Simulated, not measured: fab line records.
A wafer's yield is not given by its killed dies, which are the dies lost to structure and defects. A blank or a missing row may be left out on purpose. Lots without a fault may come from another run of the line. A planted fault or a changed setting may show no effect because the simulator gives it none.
Which of the tools did it? || flow gf180mcu || Sampling: 6 lots, 18 wafers, 3 of 602 route steps

WHAT EACH GAUGE READ, for each wafer
GF_HV_LDD_RS_MEAS_53: the measuring method here is four-point-probe.
{"lot": "L593", "measured": "day 13 18:31", "on": "filmMetro-02", "HV_LDD_RS (ohm/sq)": "418.0 417.4 418.3"}
{"lot": "L597", "measured": "day 15 00:50", "on": "filmMetro-02", "HV_LDD_RS (ohm/sq)": "418.4 418.5 418.3"}
{"lot": "L602", "measured": "day 16 19:25", "on": "filmMetro-03", "HV_LDD_RS (ohm/sq)": "424.8 424.1 423.8"}
{"lot": "L606", "measured": "day 18 03:45", "on": "filmMetro-02", "HV_LDD_RS (ohm/sq)": "418.8 418.4 418.5"}
{"lot": "L608", "measured": "day 18 20:52", "on": "filmMetro-03", "HV_LDD_RS (ohm/sq)": "419.6 418.6 420.0"}
{"lot": "L610", "measured": "day 19 08:47", "on": "filmMetro-01", "HV_LDD_RS (ohm/sq)": "418.7 419.0 420.5"}

TOOL THAT RAN EACH LOT (tool first, then ch and the chambers of the sampled wafers, then the start)
{"lot": "L593", "GF_VT_IMPLANT_RTA_45": "rtpAnneal-02 ch 0, day 8 14:25", "GF_HV_LDD_IMPLANT_33": "implanter-04 ch 0, day 12 20:57"}
{"lot": "L597", "GF_VT_IMPLANT_RTA_45": "rtpAnneal-02 ch 0, day 9 16:22", "GF_HV_LDD_IMPLANT_33": "implanter-01 ch 0, day 14 02:07"}
{"lot": "L602", "GF_VT_IMPLANT_RTA_45": "rtpAnneal-01 ch 0, day 11 03:51", "GF_HV_LDD_IMPLANT_33": "implanter-04 ch 0, day 15 20:09"}
{"lot": "L606", "GF_VT_IMPLANT_RTA_45": "rtpAnneal-02 ch 0, day 12 05:35", "GF_HV_LDD_IMPLANT_33": "implanter-03 ch 0, day 17 03:46"}
{"lot": "L608", "GF_VT_IMPLANT_RTA_45": "rtpAnneal-01 ch 0, day 13 01:23", "GF_HV_LDD_IMPLANT_33": "implanter-01 ch 0, day 17 20:44"}
{"lot": "L610", "GF_VT_IMPLANT_RTA_45": "rtpAnneal-01 ch 0, day 13 08:56", "GF_HV_LDD_IMPLANT_33": "implanter-03 ch 0, day 18 07:12"}
- GF_VT_IMPLANT_RTA_45: time 30 s.
- GF_HV_LDD_IMPLANT_33

THE ANSWER, worked out from the rows above alone
Rule: what is usual is taken from the lots themselves. Put in order of their means at a reading, lots are off if they are a third of the lots or fewer, leave a main group of 4 or more, and stand apart from it by a gap of 3 or more times the standard deviation of the main group's means; of several such gaps the widest counts. Not used: any main group whose means are identical at the precision the tables above print for the reading. A lot without any number at a reading at which 4 lots or more have one is off too. The other lots that the step has rows for count as sound.
Off: L602, seen at GF_HV_LDD_RS_MEAS_53 (HV_LDD_RS). The main group has a mean of 418.7 ohm/sq with a standard deviation of 0.59.
If a tool, at a process step before that reading, ran all the lots that are off and no sound lot after the first of them, it fits. The gauges at GF_HV_LDD_RS_MEAS_53 are tried like those tools. One fits: implanter-04 at GF_HV_LDD_IMPLANT_33. A fault onset in the window from L593 (day 12 20:57, its last sound lot) to L602 (day 15 20:09, its first lot off) fits.

WHAT WAS PUT IN BY THE SIMULATOR
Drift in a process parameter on implanter-04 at GF_HV_LDD_IMPLANT_33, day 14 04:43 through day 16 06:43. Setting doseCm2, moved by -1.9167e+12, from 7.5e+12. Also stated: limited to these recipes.
Struck lots among those shown: L602. The same result came from the rule above.
